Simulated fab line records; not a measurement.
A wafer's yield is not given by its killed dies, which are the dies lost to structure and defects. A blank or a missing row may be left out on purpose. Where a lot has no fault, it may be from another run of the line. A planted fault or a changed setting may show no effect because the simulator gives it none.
Matching of chambers    flow gf180mcu    GF_V2_CMP_26 on cmp-02: 4 sister chambers
The step polishes, stops on SiO2, t overpolish 15 s, target thk 0 nm. 14 wafers are shown with their chamber, then 6 later ones without.

== EACH WAFER AND ITS CHAMBER ==
wafer   chamber  motor_current_A (A)  time_to_endpoint_s (s)  slurry_flow_ml_min
L801.2  2        10.5                 90                      149.5
L801.3  3        10.2                 84                      149.8
L801.4  0        10.7                 86                      150.4
L803.1  2        10.7                 92                      149.3
L803.3  1        12.3                 84                      150.6
L803.5  1        12.8                 82                      150.8
L805.1  3        10.6                 88                      150.6
L805.4  2        10.9                 90                      150.7
L805.5  1        12.3                 85                      150.5
L807.3  2        10.6                 90                      150.6
L807.5  2        11.0                 90                      150.6
L807.6  3        10.3                 88                      150.1
L812.5  3        10.3                 91                      150.5
L812.6  0        10.8                 85                      150.3

SIGNATURES (means of the wafers above)
reading             chamber 0  chamber 1  chamber 2  chamber 3  scatter within a chamber
motor_current_A     10.750     12.467     10.740     10.350     0.208
time_to_endpoint_s  85.50      83.67      90.40      87.75      1.82
slurry_flow_ml_min  150.350    150.633    150.140    150.250    0.481
Rule: distance of a wafer from a chamber = root of the sum over the readings of ((wafer's reading minus chamber's mean) / reading's scatter) squared. If the next closest chamber is less than 2 further off than the closest, the wafer can't be placed; otherwise it belongs to the closest. The scatter: take each reading less its chamber's mean, square it, sum over the shown wafers, divide by the number of wafers less the number of chambers, and take the root.

== WAFERS WITH NO CHAMBER GIVEN ==
wafer   motor_current_A (A)  time_to_endpoint_s (s)  slurry_flow_ml_min
L820.1  11.1                 91                      150.4
L820.3  10.0                 91                      150.7
L820.4  10.4                 89                      149.8
L822.2  11.2                 86                      150.2
L822.5  12.4                 84                      149.4
L822.6  10.5                 89                      150.5

== THE CHAMBER EACH PASSED THROUGH ==
wafer   from the rows above           in truth
L820.1  can't be placed: 2 or 0       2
L820.3  can't be placed: 3 or 2       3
L820.4  can't be placed: 3 or 2 or 0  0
L822.2  can't be placed: 0 or 2 or 3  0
L822.5  1                             1
L822.6  can't be placed: 3 or 2 or 0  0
Correctly placed: 1 of 6. Not placeable from these rows: 5 (in 5, the candidates include the true chamber). 0 placed wrongly.
